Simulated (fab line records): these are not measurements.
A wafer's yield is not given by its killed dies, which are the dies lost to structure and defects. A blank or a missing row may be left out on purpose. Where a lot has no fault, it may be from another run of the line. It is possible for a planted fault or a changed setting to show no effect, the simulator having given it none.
Check for tools in common :: flow sky130 :: 39 wafers sampled across 13 lots

WHY IT WAS OPENED
SKY_VT_ADJUST_LVTN_TW_MEAS_21, reading VT_ADJUST_LVTN_2_TW: flagged on 3 of 13 lots. Fault-free wafers read 188.5, with a standard deviation of 1.4.
Rule: flag the lot when none of its wafers has a number, or when each of its wafers that has one lies beyond 4 standard deviations from that mean. The rest of the lots are taken to be sound.

lot: L209
measured: day 7 16:44
on: film metro-01
VT_ADJUST_LVTN_2_TW, wafer by wafer: 190.0 188.6 189.1
flag: 

lot: L212
measured: day 9 04:08
on: film metro-04
VT_ADJUST_LVTN_2_TW, wafer by wafer: 231.4 231.2 232.2
flag: FLAGGED

lot: L215
measured: day 10 03:20
on: film metro-04
VT_ADJUST_LVTN_2_TW, wafer by wafer: 230.8 229.8 231.4
flag: FLAGGED

lot: L217
measured: day 10 12:39
on: film metro-01
VT_ADJUST_LVTN_2_TW, wafer by wafer: 229.2 229.9 229.4
flag: FLAGGED

lot: L220
measured: day 10 18:41
on: film metro-04
VT_ADJUST_LVTN_2_TW, wafer by wafer: 190.5 189.6 189.5
flag: 

lot: L222
measured: day 11 12:40
on: film metro-01
VT_ADJUST_LVTN_2_TW, wafer by wafer: 188.7 189.0 188.8
flag: 

lot: L221
measured: day 11 14:22
on: film metro-03
VT_ADJUST_LVTN_2_TW, wafer by wafer: 185.2 186.8 186.7
flag: 

lot: L223
measured: day 12 01:20
on: film metro-04
VT_ADJUST_LVTN_2_TW, wafer by wafer: 189.5 189.8 189.1
flag: 

lot: L226
measured: day 12 19:55
on: film metro-03
VT_ADJUST_LVTN_2_TW, wafer by wafer: 188.0 187.2 187.5
flag: 

lot: L227
measured: day 13 04:41
on: film metro-04
VT_ADJUST_LVTN_2_TW, wafer by wafer: 189.2 189.6 188.5
flag: 

lot: L229
measured: day 13 13:49
on: film metro-01
VT_ADJUST_LVTN_2_TW, wafer by wafer: 190.3 190.1 190.5
flag: 

lot: L230
measured: day 14 05:54
on: film metro-01
VT_ADJUST_LVTN_2_TW, wafer by wafer: 189.8 190.7 189.9
flag: 

lot: L232
measured: day 14 12:09
on: film metro-03
VT_ADJUST_LVTN_2_TW, wafer by wafer: 186.5 186.9 185.4
flag: 
The mean of the flagged lots' numbers is 230.6, +42.1 from the usual (+30 standard deviations).

WHICH TOOL RAN EACH LOT
The record holds 1 process step before the reading, out of a route of 708 steps. In each cell: the tool, then ch and the chambers that the sampled wafers went through, then the start.
lot: L209
flag: 
SKY_VT_ADJUST_LVTN_IMPLANT_19: implanter-01 ch 0, day 7 16:31

lot: L212
flag: FLAGGED
SKY_VT_ADJUST_LVTN_IMPLANT_19: implanter-02 ch 0, day 9 03:34

lot: L215
flag: FLAGGED
SKY_VT_ADJUST_LVTN_IMPLANT_19: implanter-01 ch 0, day 10 02:46

lot: L217
flag: FLAGGED
SKY_VT_ADJUST_LVTN_IMPLANT_19: implanter-03 ch 0, day 10 12:06

lot: L220
flag: 
SKY_VT_ADJUST_LVTN_IMPLANT_19: implanter-03 ch 0, day 10 18:28

lot: L222
flag: 
SKY_VT_ADJUST_LVTN_IMPLANT_19: implanter-01 ch 0, day 11 12:26

lot: L221
flag: 
SKY_VT_ADJUST_LVTN_IMPLANT_19: implanter-01 ch 0, day 11 14:07

lot: L223
flag: 
SKY_VT_ADJUST_LVTN_IMPLANT_19: implanter-03 ch 0, day 12 01:07

lot: L226
flag: 
SKY_VT_ADJUST_LVTN_IMPLANT_19: implanter-01 ch 0, day 12 19:40

lot: L227
flag: 
SKY_VT_ADJUST_LVTN_IMPLANT_19: implanter-03 ch 0, day 13 04:26

lot: L229
flag: 
SKY_VT_ADJUST_LVTN_IMPLANT_19: implanter-02 ch 0, day 13 13:34

lot: L230
flag: 
SKY_VT_ADJUST_LVTN_IMPLANT_19: implanter-02 ch 0, day 14 05:41

lot: L232
flag: 
SKY_VT_ADJUST_LVTN_IMPLANT_19: implanter-02 ch 0, day 14 11:56
What is done by these steps:
- SKY_VT_ADJUST_LVTN_IMPLANT_19
- SKY_VT_ADJUST_LVTN_TW_MEAS_21

FLAGGED AGAINST TOTAL, ONE TOOL AT A TIME (gauges that did the reading follow at the end)
step: SKY_VT_ADJUST_LVTN_IMPLANT_19
tool: implanter-01
lots run: 5
flagged: 1
share of the flagged lots: some
sound lots run after its first flagged lot: 3 (L222,L221,L226)

step: SKY_VT_ADJUST_LVTN_IMPLANT_19
tool: implanter-02
lots run: 4
flagged: 1
share of the flagged lots: some
sound lots run after its first flagged lot: 3 (L229,L230,L232)

step: SKY_VT_ADJUST_LVTN_IMPLANT_19
tool: implanter-03
lots run: 4
flagged: 1
share of the flagged lots: some
sound lots run after its first flagged lot: 3 (L220,L223,L227)

step: SKY_VT_ADJUST_LVTN_TW_MEAS_21
tool: film metro-01
lots run: 5
flagged: 1
share of the flagged lots: some
sound lots run after its first flagged lot: 3 (L222,L229,L230)

step: SKY_VT_ADJUST_LVTN_TW_MEAS_21
tool: film metro-03
lots run: 3
flagged: 0
share of the flagged lots: none
sound lots run after its first flagged lot: -

step: SKY_VT_ADJUST_LVTN_TW_MEAS_21
tool: film metro-04
lots run: 5
flagged: 2
share of the flagged lots: some
sound lots run after its first flagged lot: 3 (L220,L223,L227)

WHAT IS ALLOWED BY THE TABLE
No row of the table ran every flagged lot.

WHAT THE SIMULATOR HAD INSERTED
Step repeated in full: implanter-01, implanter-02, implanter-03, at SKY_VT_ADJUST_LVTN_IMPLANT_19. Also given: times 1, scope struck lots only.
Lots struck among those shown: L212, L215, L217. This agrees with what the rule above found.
